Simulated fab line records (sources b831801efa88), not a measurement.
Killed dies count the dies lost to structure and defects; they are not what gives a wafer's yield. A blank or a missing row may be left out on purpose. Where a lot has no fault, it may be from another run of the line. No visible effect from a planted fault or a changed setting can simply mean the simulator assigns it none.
fab line records -- flow sky130
record: lots: 14, wafers: 42, lastDay: 50
route steps=708 shown CONTACT@419 PAD_OPEN@708
lots with no fault: from the same line, run without faults
startH: hours from the record's first day to the start of the lot's first wafer shown -- waitH: hours elapsed since this lot's preceding step -- " unchanged from the row above -- L1.1+2: a single row standing in for several wafers -- - no value, or no start was given -- * or withheld: withheld -- < > ~ a bound
route shown NAME@n: a module of which the file shows steps, and the number in the route of the first -- usual: mean/standard deviation taken from wafers without a fault -- same: alike in all rows -- chamber/n: place in a boat -- sites: per-site readings -- _std_site: their standard deviation -- _edge_site: the outer-site mean with the inner-site mean subtracted -- radiusMm: how far each site lies from the wafer's centre -- mask NAME#n: copy n -- behind: tool/chamber where the wafer was last shaped -- hold: reason for holding the lot/hours on hold/outcome of the hold -- device: the n, p or np transistor that did not switch -- end of line: the route-end tests of the same wafers -- where a step has no rows: the recipe by itself -- killed: dies lost to structure and defects at the first sort, not the wafer's yield -- map: dies across one wafer; x = killed, . = not, _ = none there
set.NAME: the setting the step ran with; set.NAME@STEP: the setting that earlier step ran with -- model.NAME: the simulator's own value behind a step, which no gauge read
a sample of lots followed through the steps of the route, with each step as a table and each wafer as a row
services: the hour from which a tool's chamber was out of use, counted from the record's first day as startH (under 0 if before that day), plus the number of hours and why
== steps ==
step: SKY_CONTACT_DEVELOP_13
recipe: developTimeS: 60, resist: KrF-thick, devTempC: 21
usual: chillPlateTempC: 23.00/0.12, developerTempC: 20.98/0.1
lot.wafer,tool,chamber,startH,waitH,chillPlateTempC,developerTempC
L928.2,lithoTrack-04,0,734,-,23.03,20.91
L928.3,lithoTrack-04,0,734,-,23.17,21.01
L928.6,lithoTrack-04,0,734,-,23.08,20.96
L930.2,lithoTrack-03,0,753,-,23.06,20.89
L930.3,lithoTrack-03,0,753,-,23.16,21.06
L930.6,lithoTrack-03,0,753,-,23.17,20.97
L931.2,lithoTrack-04,0,766,-,23.38,20.88
L931.5,lithoTrack-04,0,767,-,23.05,20.92
L931.6,lithoTrack-04,0,767,-,23.02,20.80
L932.1,lithoTrack-03,0,776,-,23.02,20.99
L932.2,lithoTrack-03,0,776,-,22.96,20.89
L932.3,lithoTrack-03,0,776,-,23.09,20.93
L934.4,lithoTrack-02,0,785,-,22.99,21.01
L934.5,lithoTrack-02,0,785,-,22.91,21.14
L934.6,lithoTrack-02,0,785,-,23.04,21.08
L940.2,lithoTrack-03,0,828,-,23.00,21.79
L940.5,lithoTrack-03,0,828,-,22.90,21.53
L940.6,lithoTrack-03,0,828,-,22.95,21.70
L941.1,lithoTrack-03,0,834,-,22.92,21.47
L941.2,lithoTrack-03,0,834,-,22.81,21.57
L941.5,lithoTrack-03,0,834,-,22.85,21.64
L945.1,lithoTrack-04,0,871,-,22.97,20.96
L945.5,lithoTrack-04,0,871,-,23.01,21.11
L945.6,lithoTrack-04,0,871,-,23.01,20.96
L946.1,lithoTrack-02,0,880,-,22.69,21.00
L946.2,lithoTrack-02,0,880,-,22.98,21.03
L946.4,lithoTrack-02,0,880,-,23.12,21.16
L947.1,lithoTrack-03,0,891,-,23.00,20.80
L947.5,lithoTrack-03,0,891,-,23.12,20.91
L947.6,lithoTrack-03,0,891,-,22.93,20.93
L948.1,lithoTrack-04,0,894,-,23.23,21.02
L948.2,lithoTrack-04,0,894,-,22.93,20.90
L948.4,lithoTrack-04,0,894,-,23.09,20.99
L949.1,lithoTrack-02,0,900,-,23.09,20.88
L949.4,lithoTrack-02,0,900,-,22.92,20.82
L949.6,lithoTrack-02,0,900,-,23.07,20.94
L950.4,lithoTrack-04,0,903,-,23.04,20.88
L950.5,lithoTrack-04,0,903,-,23.14,20.85
L950.6,lithoTrack-04,0,903,-,23.00,20.96
L951.4,lithoTrack-02,0,909,-,22.74,21.06
L951.5,lithoTrack-02,0,909,-,22.89,21.11
L951.6,lithoTrack-02,0,909,-,23.01,20.94
step: SKY_PAD_OPEN_PROBE_99
usual: killed_at_M0_to_M3: 42/7, killed_at_M4_up: 3.2/1.6, killedAtContacts: 24/5.8, killedAtFrontEnd: 16/4.3, killedAtOther: 0.3/0.62, killedDies: 86/9.5, killedOpen: 46/6.4, killedShort: 39/6.3
same: grossDies: 492, killedAtBackSide: 0
lot.wafer,tool,chamber,startH,waitH,killed_at_M0_to_M3,killed_at_M4_up,killedAtContacts,killedAtFrontEnd,killedAtOther,killedDies,killedOpen,killedShort
L945.1,prober-01,-,1174.60,0.1,37,3,23,21,0,84,43,41
L945.5,prober-01,-,1174.80,0.2,39,2,29,7,1,78,37,40
L945.6,prober-01,-,1174.85,0.2,46,2,23,11,1,83,53,30
killed by level:class
L945.1 FIELD_ISO:geometricParticle:short=8 VIA2:geometricParticle:open=8 LI_CONTACT:geometricParticle:open=7 LOCAL_INTERCONNECT:geometricParticle:short=7 VIA1:geometricParticle:open=7 CONTACT:geometricParticle:open=5 METAL2:geometricParticle:short=5 VIA3:geometricParticle:open=5
L945.5 CONTACT:geometricParticle:open=9 CONTACT:geometricParticle:short=7 LI_CONTACT:geometricParticle:open=6 METAL2:geometricParticle:open=6 METAL2:geometricParticle:short=6 VIA1:geometricParticle:open=5 VIA2:geometricParticle:open=4 LI_CONTACT:geometricParticle:short=4
L945.6 VIA1:geometricParticle:open=14 CONTACT:geometricParticle:open=11 VIA3:geometricParticle:open=7 VIA2:geometricParticle:open=6 FIELD_ISO:geometricParticle:short=5 METAL2:geometricParticle:short=5 LI_CONTACT:geometricParticle:open=4 METAL1:geometricParticle:short=4
== services ==
tool,chamber,startH,hours,kind
lithoTrack-02,-,834.27,-,consumableReplace:filter
== key ==
firstSign: step: SKY_CONTACT_DEVELOP_13, reading: developerTempC, direction: up, sigmas: 6.2, usual: *, struck: *
effect none on later readings
metAt SKY_CONTACT_DEVELOP_13
struckLots L940,L941
testerLeftOut L940,L941
onsetBetween 776 828
fault: kind: processParameterDrift, tool: lithoTrack-03, chamber: -, onsetH: 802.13, steps: SKY_CONTACT_DEVELOP_13, channel: devTempC, offset: *, shape: step, endH: 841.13, actsIn: *, stated: *
testerLeftOut: of these lots the tester's yield and bins aren't shown, on N5 and GAA mostly nor the transistor test; their killed dies are dies lost to structure and defects alone, not to doping, threshold or leakage, so they don't give the yield
